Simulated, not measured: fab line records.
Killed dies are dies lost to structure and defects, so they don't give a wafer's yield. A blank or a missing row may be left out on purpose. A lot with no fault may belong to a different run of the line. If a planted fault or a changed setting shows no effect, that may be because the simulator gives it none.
fab line records	flow sky130
[record] lots = 7	wafers = 19	last_day = 51
route steps=708 shown SONOS_ONO@180 GATE_OXIDE@187 PAD_OPEN@708
lots untouched by any fault: they come from a run of this same line in which no faults occurred
start_h: hours from the record's first day to the start of the lot's first wafer shown	wait_h: time in hours since the lot's previous step	" same as the row above	L1.1+2: several wafers, shown together as one row	- no value, or no start was given	* or withheld: withheld	< > ~ a bound
route shown NAME@n: a module of which the file shows steps, and the number in the route of the first	usual: average and standard deviation across the fault-free wafers	same: alike in all rows	chamber/n: place in a boat	sites: per-site readings	_std_site: their standard deviation	_edge_site: outer sites' mean less inner sites'	radius_mm: how far each site lies from the wafer's centre	mask NAME#n: copy n	behind: the tool/chamber that last shaped the wafer	hold: what put the lot on hold/how long, in hours/how the hold closed	device: the n, p or np transistor that did not switch	end of line: the tests these same wafers got at the end of their route	a step without rows: its recipe alone	killed: the dies lost at the first sort to structure and to defects; this is not the yield of the wafer	map: dies across one wafer; x = killed, . = not, _ = none there
set.NAME: the setting as run; set.NAME@STEP: as run at that earlier step	model.NAME: the simulator's own value behind a step, which no gauge read
lots at selected steps of the route; one table per step, one row per wafer
services: from which hour (start_h, from the record's first day; less than 0 if before it) a tool's chamber was out of use, for how many hours, and why
[[steps]]
[step SKY_SONOS_ONO_DEVELOP_12]
[recipe] develop_time_s = 60	dev_temp_c = 23
[step SKY_SONOS_ONO_CD_MEAS_13]
[recipe] target_cd_nm = 410
[usual] cd_nm = 410.4/2.5
lot.wafer	tool	chamber	start_h	wait_h	cd_nm
L215.2	cd_sem-01	-	274.75	0.2	409.3
L215.4	"	-	"	"	409.4
L215.5	"	-	"	"	408.1
L219.1	cd_sem-01	-	307.52	0.1	406.9
L219.3	"	-	"	"	406.7
L219.4	"	-	"	"	407.9
L222.1	cd_sem-01	-	344.01	0.1	409.0
L222.3	"	-	"	"	408.3
L225.2	cd_sem-01	-	365.69	0.1	408.2
L225.3	"	-	"	"	409.6
L226.2	cd_sem-01	-	370.43	0.1	412.9
L226.3	"	-	"	"	411.5
L226.4	"	-	"	"	412.6
L228.3	cd_sem-02	-	383.50	0.1	413.3
L228.4	"	-	"	"	412.4
L228.5	"	-	"	"	413.0
L238.1	cd_sem-02	-	482.01	0.1	410.1
L238.2	"	-	"	"	412.3
L238.3	"	-	"	"	410.8
[step SKY_SONOS_ONO_OVL_MEAS_14]
[usual] SONOS_ONO_OVL = -0.1/1.4
lot.wafer	tool	chamber	start_h	wait_h	SONOS_ONO_OVL[nm]
L215.2	overlay-02	-	274.86	0.1	0.0
L215.4	"	-	"	"	0.6
L215.5	"	-	"	"	0.9
L219.1	overlay-01	-	307.64	0.1	1.7
L219.3	"	-	"	"	1.3
L219.4	"	-	"	"	1.4
L222.1	overlay-01	-	344.13	0.1	0.8
L222.3	"	-	"	"	-1.7
L225.2	overlay-02	-	365.80	0.1	-3.0
L225.3	"	-	"	"	-3.6
L226.2	overlay-01	-	370.54	0.1	0.2
L226.3	"	-	"	"	-0.7
L226.4	"	-	"	"	-0.2
L228.3	overlay-02	-	383.59	0.1	0.1
L228.4	"	-	"	"	0.2
L228.5	"	-	"	"	0.2
L238.1	overlay-01	-	482.13	0.1	-1.6
L238.2	"	-	"	"	-1.6
L238.3	"	-	"	"	-2.7
[step SKY_SONOS_ONO_ETCH_15]
[recipe] target_depth_nm = 19.52	chemistry = CHF3/O2	source_w = 600	bias_w = 200	pressure_mtorr = 40	chf3_flow_sccm = 50	O2_flow_sccm = 5	time_s = 7.8
[usual] drypump_motor_current_A = 5.6/0.56	oes_product_au = 1.006/0.01	throttle_valve_pct = 8.827/0.0096
lot.wafer	tool	chamber	start_h	wait_h	drypump_motor_current_A	oes_product_au	rf_hours_counter_h	throttle_valve_pct
L215.2	rie_diel-03	3	274.89	0.0	6.2	1.016	10	8.818
L215.4	"	1	"	"	5.1	1.009	45	8.833
L215.5	"	3	"	"	6.2	1.025	-	8.831
L219.1	rie_diel-01	3	307.67	0.0	5.4	0.986	124	8.810
L219.3	"	1	"	"	4.6	0.992	59	8.813
L219.4	"	2	"	"	5.8	1.022	4	8.824
L222.1	rie_diel-03	3	344.17	0.0	6.2	1.012	11	8.821
L222.3	"	1	"	"	5.1	1.009	46	8.831
L225.2	rie_diel-03	1	365.83	0.0	5.2	1.002	46	8.847
L225.3	"	2	"	"	5.6	1.004	8	8.813
L226.2	rie_diel-03	1	370.57	0.0	5.1	1.016	46	8.828
L226.3	"	0	"	"	6.7	1.010	12	8.829
L226.4	"	3	"	"	6.2	1.021	12	8.830
L228.3	rie_diel-03	2	383.62	0.0	5.6	1.010	8	8.835
L228.4	"	2	"	"	5.6	1.018	-	8.822
L228.5	"	3	"	"	6.2	1.012	-	8.825
L238.1	rie_diel-01	3	482.17	0.0	5.4	0.981	3	8.826
L238.2	"	1	"	"	4.6	0.991	63	8.822
L238.3	"	0	"	"	5.6	1.013	8	8.834
[step SKY_SONOS_ONO_WET_ETCH_16]
[recipe] chemistry = dHF	target_depth_nm = 14	dry = n2_spin	target = SiO2	dilution = 100:1	temp_c = 25	time_s = 280
[step SKY_SONOS_ONO_STRIP_17]
[recipe] chemistry = O2/N2	power_w = 1400	pressure_mtorr = 1500	platen_temp_c = withheld	o2_flow_sccm = 3000	n2_flow_sccm = 300	overash_fraction = 0.5
[usual] drypump_motor_current_A = 5.2/0.46	oes_product_au = 0.710/0.0041	strip_time_to_endpoint_s = 14.09/0.044
lot.wafer	tool	chamber	start_h	wait_h	drypump_motor_current_A	oes_product_au	rf_hours_counter_h	strip_time_to_endpoint_s
L215.2	plasma_asher-01	1	274.99	0.0	4.7	0.714	16	14.06
L215.4	"	0	"	"	5.9	0.714	-	14.08
L215.5	"	1	"	"	4.6	0.707	-	14.05
L219.1	plasma_asher-04	0	307.78	0.0	4.9	0.710	61	14.05
L219.3	"	0	"	"	4.9	0.708	-	14.02
L219.4	"	1	"	"	5.2	0.713	-	14.06
L222.1	plasma_asher-01	0	344.27	0.0	5.9	0.706	23	14.07
L222.3	"	0	"	"	5.9	0.709	-	14.12
L225.2	plasma_asher-03	1	365.93	0.0	5.2	0.710	66	13.99
L225.3	"	1	"	"	5.2	0.709	-	13.99
L226.2	plasma_asher-04	0	370.67	0.0	4.9	0.714	68	14.12
L226.3	"	0	"	"	4.9	0.708	-	14.13
L226.4	"	1	"	"	5.2	0.710	-	14.17
L228.3	plasma_asher-01	1	383.76	0.0	4.6	0.703	-	14.14
L228.4	"	0	"	"	5.9	0.715	-	14.17
L228.5	"	0	"	"	5.9	0.713	-	14.14
L238.1	plasma_asher-04	1	482.27	0.0	5.2	0.717	80	14.14
L238.2	"	0	"	"	4.9	0.710	80	14.16
L238.3	"	0	"	"	4.9	0.716	-	14.20
[step SKY_SONOS_ONO_WET_ETCH_18]
[recipe] chemistry = H3PO4	target_depth_nm = 15	target = Si3N4	temp_c = 160	time_s = 172
[step SKY_GATE_OXIDE_CLEAN_00]
[recipe] chemistry = SC1/SC2	mix = 1:4:20	temp_c = 70	time_s = 150	dry = n2_spin
[step SKY_GATE_OXIDE_OXIDATION_01]
[recipe] temp_c = 900	ambient = O2	stabilise_s = 600	purge_s = 300	target_thk_a = 102.68	ox_time_s = 1473
[step SKY_GATE_OXIDE_THK_MEAS_02]
[recipe] reads = SiO2_of_GATE_OXIDE_OXIDATION_01
[usual] GATE_OXIDE_OXIDATION_00_THK = 10.25/0.18
lot.wafer	tool	chamber	start_h	wait_h	GATE_OXIDE_OXIDATION_00_THK[nm]
L215.2	film_metro-04	-	276.62	0.0	10.31
L215.4	"	-	"	"	10.25
L215.5	"	-	"	"	10.33
L219.1	film_metro-01	-	312.55	0.0	10.23
L219.3	"	-	"	"	10.40
L219.4	"	-	"	"	10.22
L222.1	film_metro-01	-	345.89	0.0	9.99
L222.3	"	-	"	"	9.99
L225.2	film_metro-01	-	367.72	0.0	9.91
L225.3	"	-	"	"	9.85
L226.2	film_metro-03	-	372.30	0.0	10.34
L226.3	"	-	"	"	10.31
L226.4	"	-	"	"	10.26
L228.3	film_metro-03	-	385.99	0.0	10.25
L228.4	"	-	"	"	10.14
L228.5	"	-	"	"	10.41
L238.1	film_metro-01	-	483.89	0.0	10.07
L238.2	"	-	"	"	10.21
L238.3	"	-	"	"	10.18
[step SKY_GATE_OXIDE_DEHYDRATE_03]
[recipe] temp_c = 200	time_s = 60
[step SKY_GATE_OXIDE_HMDS_04]
[recipe] prime_time_s = 60	prime_temp_c = 120
[step SKY_GATE_OXIDE_COAT_05]
[recipe] resist = NOVOLAK	spin_rpm = 3000	resist_thk_nm = 1140
[usual] spin_speed_rpm = 2999.8/1.7
lot.wafer	tool	chamber	start_h	wait_h	spin_speed_rpm	model.NOVOLAK_of_GATE_OXIDE_COAT_05.thk_nm
L215.2	litho_track-03	0	289.09	0.1	3005.8	1141
L215.4	"	0	"	"	3003.5	1142
L215.5	"	0	"	"	3000.2	1141
L219.1	litho_track-01	0	325.81	0.1	2996.8	1142
L219.3	"	0	"	"	3000.3	1141
L219.4	"	0	"	"	2999.6	1139
L222.1	litho_track-01	0	360.11	0.1	2998.4	1139
L222.3	"	0	"	"	2996.7	546.1
L225.2	litho_track-01	0	382.23	0.1	2999.6	1134
L225.3	"	0	"	"	2997.5	546.1
L226.2	litho_track-01	0	386.28	0.1	3000.7	1136
L226.3	"	0	"	"	3000.0	545.2
L226.4	"	0	"	"	2999.4	1138
L228.3	litho_track-04	0	400.02	0.1	2996.8	1142
L228.4	"	0	"	"	2998.4	1147
L228.5	"	0	"	"	3001.6	1143
L238.1	litho_track-04	0	499.06	0.1	3002.6	1140
L238.2	"	0	"	"	3001.8	1141
L238.3	"	0	"	"	3000.0	1138
[step SKY_GATE_OXIDE_SOFTBAKE_06]
[recipe] temp_c = 90	time_s = 60	resist = NOVOLAK
[step SKY_GATE_OXIDE_EXPOSE_07]
[recipe] mask_id = LVOM	na = 0.6	source_shape = conventional	sigma_outer = 0.6	polarization = unpolarized	target_cd_nm = 600	dose_mj = 170
[step SKY_GATE_OXIDE_PEB_08]
[recipe] temp_c = withheld	time_s = *	resist = NOVOLAK
[step SKY_GATE_OXIDE_DEVELOP_09]
[recipe] resist = NOVOLAK	developer = TMAH	develop_time_s = 60	dev_temp_c = 23
lot.wafer	tool	chamber	start_h	wait_h	model.NOVOLAK_of_GATE_OXIDE_COAT_05.thk_nm
L215.2+4+5	litho_track-04	0	302.54	0.1	1141
L219.1	litho_track-04	0	338.92	0.1	1142
L219.3	"	0	"	"	1141
L219.4	"	0	"	"	1139
L222.1	litho_track-01	0	374.31	0.1	1138
L222.3	"	0	"	"	545.7
L225.2	litho_track-03	0	396.24	0.1	1134
L225.3	"	0	"	"	545.7
L226.2	litho_track-04	0	400.74	0.1	1135
L226.3	"	0	"	"	544.8
L226.4	"	0	"	"	1138
L228.3	litho_track-04	0	415.72	0.1	1142
L228.4	"	0	"	"	1146
L228.5	"	0	"	"	1143
L238.1	litho_track-04	0	514.86	0.1	1140
L238.2	"	0	"	"	1141
L238.3	"	0	"	"	1138
[step SKY_GATE_OXIDE_OVL_MEAS_10]
[usual] GATE_OXIDE_OVL = 0.5/1.6
lot.wafer	tool	chamber	start_h	wait_h	GATE_OXIDE_OVL[nm]
L215.2	overlay-02	-	302.67	0.1	-0.4
L215.4	"	-	"	"	-1.6
L215.5	"	-	"	"	-1.6
L219.1	overlay-02	-	339.07	0.1	1.8
L219.3	"	-	"	"	3.2
L219.4	"	-	"	"	2.9
L222.1	overlay-02	-	374.46	0.1	0.3
L222.3	"	-	"	"	0.9
L225.2	overlay-02	-	396.38	0.1	1.2
L225.3	"	-	"	"	-0.2
L226.2	overlay-02	-	400.87	0.1	-0.5
L226.3	"	-	"	"	-1.0
L226.4	"	-	"	"	-0.4
L228.3	overlay-01	-	415.83	0.1	1.2
L228.4	"	-	"	"	0.3
L228.5	"	-	"	"	1.2
L238.1	overlay-01	-	515.01	0.1	6.2
L238.2	"	-	"	"	2.9
L238.3	"	-	"	"	3.5
[step SKY_GATE_OXIDE_IMPLANT_11]
[recipe] species = B	energy_kev = 10	dose_cm2 = 2.6e+12	tilt_deg = withheld
[step SKY_GATE_OXIDE_WET_ETCH_12]
[recipe] chemistry = dHF	target_depth_nm = 16.8	dry = n2_spin	target = SiO2	dilution = 100:1	temp_c = 25	time_s = 336
[step SKY_GATE_OXIDE_STRIP_13]
[recipe] chemistry = O2/N2	power_w = 1400	pressure_mtorr = 1500	platen_temp_c = withheld	o2_flow_sccm = 3000	n2_flow_sccm = 300	overash_fraction = 0.5
[usual] drypump_motor_current_A = 5.3/0.4	oes_product_au = 0.716/0.0046	strip_time_to_endpoint_s = 14.18/0.049
lot.wafer	tool	chamber	start_h	wait_h	drypump_motor_current_A	oes_product_au	rf_hours_counter_h	strip_time_to_endpoint_s
L215.2	plasma_asher-01	1	302.96	0.0	4.6	0.721	18	14.20
L215.4	"	0	"	"	5.9	0.723	-	14.18
L215.5	"	1	"	"	4.7	0.721	-	14.20
L219.1	plasma_asher-03	0	339.35	0.0	5.4	0.720	63	14.21
L219.3	"	0	"	"	5.4	0.711	-	14.18
L219.4	"	1	"	"	5.2	0.723	-	14.18
L222.1	plasma_asher-03	1	374.75	0.0	5.2	0.715	67	14.15
L222.3	"	0	"	"	5.4	0.535	-	7.26
L225.2	plasma_asher-01	1	396.66	0.0	4.7	0.717	26	14.12
L225.3	"	0	"	"	5.9	0.541	-	7.22
L226.2	plasma_asher-03	0	401.15	0.0	5.4	0.714	70	14.12
L226.3	"	0	"	"	5.4	0.528	-	7.23
L226.4	"	1	"	"	5.2	0.723	-	14.16
L228.3	plasma_asher-02	1	416.15	0.0	5.4	0.720	-	14.21
L228.4	"	0	"	"	5.1	0.719	-	14.27
L228.5	"	1	"	"	5.4	0.714	-	14.21
L238.1	plasma_asher-01	0	515.30	0.0	5.9	0.711	38	14.18
L238.2	"	1	"	"	4.6	0.717	38	14.20
L238.3	"	1	"	"	4.6	0.714	-	14.16
[step SKY_GATE_OXIDE_TW_MEAS_14]
[usual] GATE_OXIDE_TW = 224.8/0.9
lot.wafer	tool	chamber	start_h	wait_h	GATE_OXIDE_TW
L215.2	film_metro-04	-	303.07	0.1	224.2
L215.4	"	-	"	"	224.0
L215.5	"	-	"	"	224.3
L219.1	film_metro-03	-	339.45	0.1	225.3
L219.3	"	-	"	"	225.8
L219.4	"	-	"	"	226.2
L222.1	film_metro-03	-	374.85	0.1	223.3
L222.3	"	-	"	"	224.9
L225.2	film_metro-01	-	396.77	0.1	224.5
L225.3	"	-	"	"	223.8
L226.2	film_metro-04	-	401.26	0.1	225.4
L226.3	"	-	"	"	223.6
L226.4	"	-	"	"	224.5
L228.3	film_metro-04	-	416.23	0.1	225.0
L228.4	"	-	"	"	224.2
L228.5	"	-	"	"	224.8
L238.1	film_metro-01	-	515.40	0.1	224.8
L238.2	"	-	"	"	223.3
L238.3	"	-	"	"	223.9
[step SKY_PAD_OPEN_PROBE_99]
[usual] killed_at_M0_to_M3 = 43/6	killed_at_M4_up = 3.2/1.9	killed_at_contacts = 25/5.4	killed_at_front_end = 15/4.5	killed_at_other = 0.3/0.59	killed_dies = 87/8.7	killed_open = 47/6.7	killed_short = 39/5.7
[same] gross_dies = 492	killed_at_back_side = 0
lot.wafer	tool	chamber	start_h	wait_h	killed_at_M0_to_M3	killed_at_M4_up	killed_at_contacts	killed_at_front_end	killed_at_other	killed_dies	killed_open	killed_short
L219.1	prober-01	-	1106.27	0.1	48	3	19	14	0	84	44	40
L219.3	prober-01	-	1106.37	0.2	51	3	35	13	0	102	59	43
L219.4	prober-01	-	1106.42	0.2	45	6	22	18	0	91	41	50
// killed by level:class
L219.1 VIA3:geometric_particle:open=11 CONTACT:geometric_particle:open=8 METAL1:geometric_particle:short=6 VIA3:geometric_particle:short=6 FIELD_ISO:geometric_particle:open=5 POLY_GATE:geometric_particle:short=5 VIA1:geometric_particle:open=5 VIA1:geometric_particle:short=5
L219.3 VIA1:geometric_particle:open=20 LI_CONTACT:geometric_particle:open=12 VIA3:geometric_particle:open=8 VIA1:geometric_particle:short=7 CONTACT:geometric_particle:short=6 CONTACT:geometric_particle:open=6 LI_CONTACT:geometric_particle:short=5 LOCAL_INTERCONNECT:geometric_particle:short=5
L219.4 VIA1:geometric_particle:open=10 VIA3:geometric_particle:open=9 FIELD_ISO:geometric_particle:short=8 METAL1:geometric_particle:short=8 LI_CONTACT:geometric_particle:open=7 CONTACT:geometric_particle:open=5 METAL2:geometric_particle:short=5 LI_CONTACT:geometric_particle:short=4
[[services]]
tool	chamber	start_h	hours	kind
rie_diel-03	-	301.87	2.8	pm
rie_diel-03	3	307.20	2.5	repair
plasma_asher-02	-	325.21	14.6	pm
rie_diel-01	3	329.49	-	clean
rie_diel-01	3	329.49	17.8	scheduled_down
rie_diel-01	3	329.49	17.8	vent_cycle
plasma_asher-02	-	339.81	2.8	pm
plasma_asher-02	-	342.56	4.3	pm
plasma_asher-01	-	363.14	10.0	pm
plasma_asher-01	-	373.34	5.6	repair
rie_diel-03	1	380.68	3.0	repair
plasma_asher-02	-	419.15	1.8	repair
plasma_asher-03	-	421.25	9.0	pm
plasma_asher-03	0	421.25	9.0	vent_cycle
plasma_asher-03	1	421.25	9.0	vent_cycle
rie_diel-03	-	424.92	14.6	pm
plasma_asher-03	0	430.25	-	clean
plasma_asher-03	1	430.25	-	clean
rie_diel-03	-	439.52	4.3	pm
rie_diel-03	3	445.31	1.5	repair
rie_diel-03	-	471.84	0.4	repair
plasma_asher-03	-	476.24	2.8	repair
rie_diel-03	2	501.46	3.1	repair
plasma_asher-03	-	513.85	1.7	repair
[[key]]
[first_sign] step = SKY_GATE_OXIDE_STRIP_13	reading = strip_time_to_endpoint_s	direction = down	sigmas = 99+	usual = *	struck = *
[effect] step = SKY_GATE_OXIDE_STRIP_13	reading = oes_product_au	direction = down	sigmas = 40	usual = 0.716	struck = 0.535
[model_effect] step = SKY_GATE_OXIDE_COAT_05	value = NOVOLAK_of_GATE_OXIDE_COAT_05.thk_nm	without = 1139	struck = 545.8
[model_effect] step = SKY_GATE_OXIDE_DEVELOP_09	value = NOVOLAK_of_GATE_OXIDE_COAT_05.thk_nm	without = 1138	struck = 545.4
met_at SKY_GATE_OXIDE_COAT_05
struck_wafers L222.3,L225.3,L226.3
tester_left_out L222,L225,L226
onset_between 325.81 360.11
[fault] kind = process_parameter_drift	tool = litho_track-01	chamber = -	onset_h = 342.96	steps = SKY_GATE_OXIDE_COAT_05	channel = resist_thk_nm	offset = -593.55	shape = step	end_h = 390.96	scope = struck_wafers_only	acts_in = these_recipes_only	stated = 1140
// tester_left_out: of these lots the tester's yield and bins aren't shown, on N5 and GAA mostly nor the transistor test; their killed dies are dies lost to structure and defects alone, not to doping, threshold or leakage, so they don't give the yield
